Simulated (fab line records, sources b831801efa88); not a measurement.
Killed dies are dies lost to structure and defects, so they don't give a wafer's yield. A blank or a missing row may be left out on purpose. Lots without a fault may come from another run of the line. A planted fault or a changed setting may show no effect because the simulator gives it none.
Problem report in the 8D (eight disciplines) form, filled by code | flow sky130 | the parts of the form that need people (team, actions taken, sign-off) are left out

1. THE PROBLEM
run_length_s at SKY_FIELD_ISO_ETCH_17 reads a mean of 117.9 s on 2 wafers of 1 lot; wafers without a fault read 125.9 s with a standard deviation of 0.38. That is -21 standard deviations from the usual mean.
The step: etches Si in HBr/Cl2/O2, target depth 342 nm, time 97.7 s.
First seen on wafer L333.2, day 5 00:50, on rie_si-01. The record holds 39 wafers of 13 lots with a number at this step. Rule for "out", or "out of limits": more than 4 standard deviations from the usual mean. The other wafers with a number count as sound.

2. WHAT IT IS AND WHAT IT IS NOT
question                    | is               | is not
which readings at this step | run_length_s     | drypump_motor_current_A, oes_product_au, throttle_valve_pct
which lots                  | L333             | L320, L321, L322, L323, L325, L326, L327, L328, L335, L338, L340, L343
which wafers of those lots  | L333.2, L333.4   | L333.5
read on which tools         | rie_si-01        | rie_si-02
when                        | from day 5 00:50 | up to then (25 sound wafers); but 12 sound wafers of L335, L338, L340, L343 came after

3. SUSPECTS, AND WHAT RULES EACH OUT
Counting: a tool at a process step up to the reading stays a suspect if it ran every lot that is out. Sound lots after the first of them don't rule it out here, since some wafers of a struck lot are sound.
- rie_si-01 at SKY_FIELD_ISO_ETCH_17 (etches Si in HBr/Cl2/O2, target depth 342 nm, time 97.7 s): kept. It ran the lot that is out, L333 (day 5 00:50); its last sound lot up to then is L328 (day 3 23:53). Its own readings are out on those wafers: run_length_s.
- Within rie_si-01 at SKY_FIELD_ISO_ETCH_17: the wafers that are out ran in chambers 0, 3; their sound lot-mates ran in chamber 1.
Left after counting: rie_si-01 at SKY_FIELD_ISO_ETCH_17.

4. THE CAUSE (what the simulator had put in)
Process parameter drift: rie_si-01, from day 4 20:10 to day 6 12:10, at SKY_FIELD_ISO_ETCH_17. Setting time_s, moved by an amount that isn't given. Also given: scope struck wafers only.
Counting left only this tool.

5. THE CHAIN OF EFFECTS, in route order
Each row: a reading whose mean over the struck wafers that have a number lies more than 3 standard deviations from the usual. Only readings for which the record gives a usual standard deviation are gone through. hours: the time from each lot's start at the first step in this table that gives one to its start at this step, as a median over the lots. sigmas: the change in usual standard deviations.
hours | step                  | reading      | usual   | on struck wafers | change | sigmas
0     | SKY_FIELD_ISO_ETCH_17 | run_length_s | 125.9 s | 117.9            | -8.0   | -21
The process steps in it:
- SKY_FIELD_ISO_ETCH_17: etches Si in HBr/Cl2/O2, target depth 342 nm, time 97.7 s.
Later measuring or inspecting steps at which every struck wafer that the step has a row for has a number for every such reading, and none has moved that far: SKY_NWELL_OVL_MEAS_10, SKY_NWELL_OVL_MEAS_23.

6. WHAT WOULD HAVE CAUGHT IT SOONER
In this record the first reading out of limits was taken at day 5 00:50, 5 hours after the fault began at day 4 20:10.
